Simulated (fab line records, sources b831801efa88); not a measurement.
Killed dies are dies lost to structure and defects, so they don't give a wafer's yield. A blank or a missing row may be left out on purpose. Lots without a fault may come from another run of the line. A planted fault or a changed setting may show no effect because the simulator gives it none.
Problem report in the 8D (eight disciplines) form, filled by code | flow gf180mcu | the parts of the form that need people (team, actions taken, sign-off) are left out

1. THE PROBLEM
cd_nm at GF_M4_CD_MEAS_14 reads a mean of 260.9 nm on 1 wafer of 1 lot; wafers without a fault read 280.5 nm with a standard deviation of 1.5. That is -13 standard deviations from the usual mean.
The step: target cd 280 nm.
First seen on wafer L185.1, day 26 16:23, on cd_sem-02. The record holds 35 wafers of 12 lots with a number at this step. Rule for "out", or "out of limits": more than 4 standard deviations from the usual mean. The other wafers with a number count as sound.

2. WHAT IT IS AND WHAT IT IS NOT
question                    | is                | is not
which readings at this step | cd_nm             | -
which lots                  | L185              | L175, L176, L177, L178, L179, L182, L184, L191, L193, L197, L198
which wafers of those lots  | L185.1            | L185.2
read on which gauges        | cd_sem-02         | cd_sem-01
when                        | from day 26 16:23 | up to then (22 sound wafers); but 12 sound wafers of L191, L193, L197, L198 came after

3. SUSPECTS, AND WHAT RULES EACH OUT
Counting: a tool at a process step up to the reading stays a suspect if it ran every lot that is out. Sound lots after the first of them don't rule it out here, since some wafers of a struck lot are sound.
- the gauge at GF_M4_CD_MEAS_14: kept. All the wafers that are out were read on cd_sem-02, and no step on other tools shows them out.
- cmp-02 at GF_V3_CMP_04 (polishes SiO2): kept. It ran the lot that is out, L185 (day 24 20:01); its last sound lot up to then is L184 (day 24 18:13).
- pvd_sputter-03 at GF_M4_SPUTTER_04 (material TiN, target thk 50 nm, time 41.7 s): kept. It ran the lot that is out, L185 (day 25 19:26); its last sound lot up to then is L176 (day 22 19:50).
- krf_scanner-01 at GF_M4_EXPOSE_11 (exposes mask Metal4, target cd 280 nm): kept. It ran the lot that is out, L185 (day 26 06:00); its last sound lot up to then is L184 (day 26 04:02).
- Within cmp-02 at GF_V3_CMP_04: the wafers that are out ran in chamber 2; their sound lot-mates ran in chamber 0.
Left after counting: cmp-02 at GF_V3_CMP_04, pvd_sputter-03 at GF_M4_SPUTTER_04, krf_scanner-01 at GF_M4_EXPOSE_11, cd_sem-02 at GF_M4_CD_MEAS_14.

4. THE CAUSE (what the simulator had put in)
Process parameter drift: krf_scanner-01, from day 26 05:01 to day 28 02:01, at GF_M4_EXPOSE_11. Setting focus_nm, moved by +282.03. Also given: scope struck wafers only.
Counting left 4 suspects, and this tool is among them.

5. THE CHAIN OF EFFECTS, in route order
Each row: a reading whose mean over the struck wafers that have a number lies more than 3 standard deviations from the usual. Only readings for which the record gives a usual standard deviation are gone through. hours: the time from each lot's start at the first step in this table that gives one to its start at this step, as a median over the lots. sigmas: the change in usual standard deviations.
hours | step             | reading | usual    | on struck wafers | change | sigmas
0     | GF_M4_CD_MEAS_14 | cd_nm   | 280.5 nm | 260.9            | -19.6  | -13
Later measuring or inspecting steps at which every struck wafer that the step has a row for has a number for every such reading, and none has moved that far: GF_V4_THK_MEAS_01.

6. WHAT WOULD HAVE CAUGHT IT SOONER
In this record the first reading out of limits at a measuring or inspecting step was taken at day 26 16:23, 11 hours after the fault began at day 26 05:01.
Of the tool readings at GF_M4_EXPOSE_11 for which the record gives a usual standard deviation, none was out on any struck wafer, so an alarm limit of 4 standard deviations on them would not have fired.
All the lots that are out (1) had begun GF_M4_EXPOSE_11 on krf_scanner-01 by day 26 16:23. A hold on the tool at that time would have spared none of them.
